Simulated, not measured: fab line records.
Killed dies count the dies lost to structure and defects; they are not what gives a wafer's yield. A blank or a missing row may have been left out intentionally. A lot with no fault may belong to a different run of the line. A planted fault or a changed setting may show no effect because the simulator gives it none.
Code-filled problem report in 8D (eight disciplines) form -- flow sky130 -- the parts of the form that need people (team, actions taken, sign-off) are left out

## 1. WHAT IS WRONG
On 2 wafers of 1 lot, killed_at_M0_to_M3 at SKY_PAD_OPEN_PROBE_99 has a mean of 196; fault-free wafers read 43, standard deviation 7.1. That puts it +21 standard deviations away from the usual mean.
First seen on wafer L372.1, day 49 05:26, on prober-02. Wafers with a number at this step in the record: 39, from 13 lots. The rule behind "out" and "out of limits": a value lying over 4 standard deviations away from the usual mean. Any other wafer with a number is counted as sound.

## 2. WHAT IT IS; WHAT IT IS NOT
question,is,is not
which readings at this step,"killed_at_M0_to_M3, defectLimitedYield, killedDies, killedOnRim, sort_bin_3_pad_short, sort_bin_5_function, sort_bin_6_memory, sortNPass, sortYieldPct","killedAtContacts, killedAtFrontEnd, killedAtOther, killedOpen, killedShort"
which lots,L372,"L358, L359, L360, L361, L362, L363, L364, L366, L367, L370, L371, L381"
which wafers of those lots,"L372.1, L372.6",L372.3
read on which tools,prober-02,prober-01
when,from day 49 05:26,"up to then (33 sound wafers); but 4 sound wafers of L372, L381 came after"

## 3. SUSPECTS, AND WHAT RULES EACH OUT
Counting: any tool at a process step up to the reading remains a suspect provided it ran every lot that is out. Sound lots after the first of them don't rule it out here, since some wafers of a struck lot are sound.
- cmp-01 at SKY_VIA1_CMP_02 (polishes SiO2): kept. L372, the lot that is out, went through it at day 37 09:19; up to then, the latest sound lot through it was L371 at day 37 06:21.
- prober-02 at SKY_PAD_OPEN_PROBE_99: kept. L372, the lot that is out, went through it at day 49 05:26; up to then, the latest sound lot through it was L367 at day 48 04:20. On those wafers its own readings are out: defectLimitedYield, killed_at_M0_to_M3, killedDies, killedOnRim, sort_bin_3_pad_short, sort_bin_5_function, sort_bin_6_memory, sortNPass, sortYieldPct.
- At SKY_VIA1_CMP_02 on cmp-01, chamber 2 took the sound wafers of the same lots and chamber 0 took the wafers that are out.
Remaining after the count are cmp-01 at SKY_VIA1_CMP_02 and prober-02 at SKY_PAD_OPEN_PROBE_99.

## 4. THE CAUSE (what the simulator had put in)
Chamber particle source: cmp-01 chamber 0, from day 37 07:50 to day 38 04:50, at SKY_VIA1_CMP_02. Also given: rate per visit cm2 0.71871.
2 suspects survive the count, and this tool is in that group.

## 5. SEQUENCE OF EFFECTS, ordered by route
Each row: a reading where the mean over the struck wafers with a number is more than 3 standard deviations away from the usual. Readings are gone through only where the record gives a usual standard deviation; hours: the median, over the lots, of the time from a lot's start at the first step in this table giving one to that lot's start at this step; sigmas: the change measured in usual standard deviations.
hours,step,reading,usual,on struck wafers,change,sigmas
0,SKY_PAD_OPEN_PROBE_99,defectLimitedYield,82.3 %,50.9,-31.4,-16
0,SKY_PAD_OPEN_PROBE_99,killed_at_M0_to_M3,43,196,+152,+21
0,SKY_PAD_OPEN_PROBE_99,killedDies,87,242,+154,+16
0,SKY_PAD_OPEN_PROBE_99,killedOnRim,17,48,+31,+8.2
0,SKY_PAD_OPEN_PROBE_99,sort_bin_3_pad_short,0.9 %,3.2,+2.4,+5.3
0,SKY_PAD_OPEN_PROBE_99,sort_bin_5_function,10.5 %,31.0,+20.5,+13
0,SKY_PAD_OPEN_PROBE_99,sort_bin_6_memory,6.3 %,14.8,+8.5,+8.5
0,SKY_PAD_OPEN_PROBE_99,sortNPass,405,250,-154,-16
0,SKY_PAD_OPEN_PROBE_99,sortYieldPct,82.3 %,50.9,-31.4,-16
Process steps it contains:
- SKY_PAD_OPEN_PROBE_99

## 6. HOW IT WOULD HAVE BEEN CAUGHT EARLIER
In this record the first reading out of limits was taken at day 49 05:26, 286 hours after the fault began at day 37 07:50.
An alarm limit of 4 standard deviations would not have fired on the tool readings at SKY_VIA1_CMP_02 for which the record gives a usual standard deviation, since none of them was out on any struck wafer.
All the lots that are out (1) had begun SKY_VIA1_CMP_02 on cmp-01 by day 49 05:26. A hold on the tool at that time would have spared none of them.
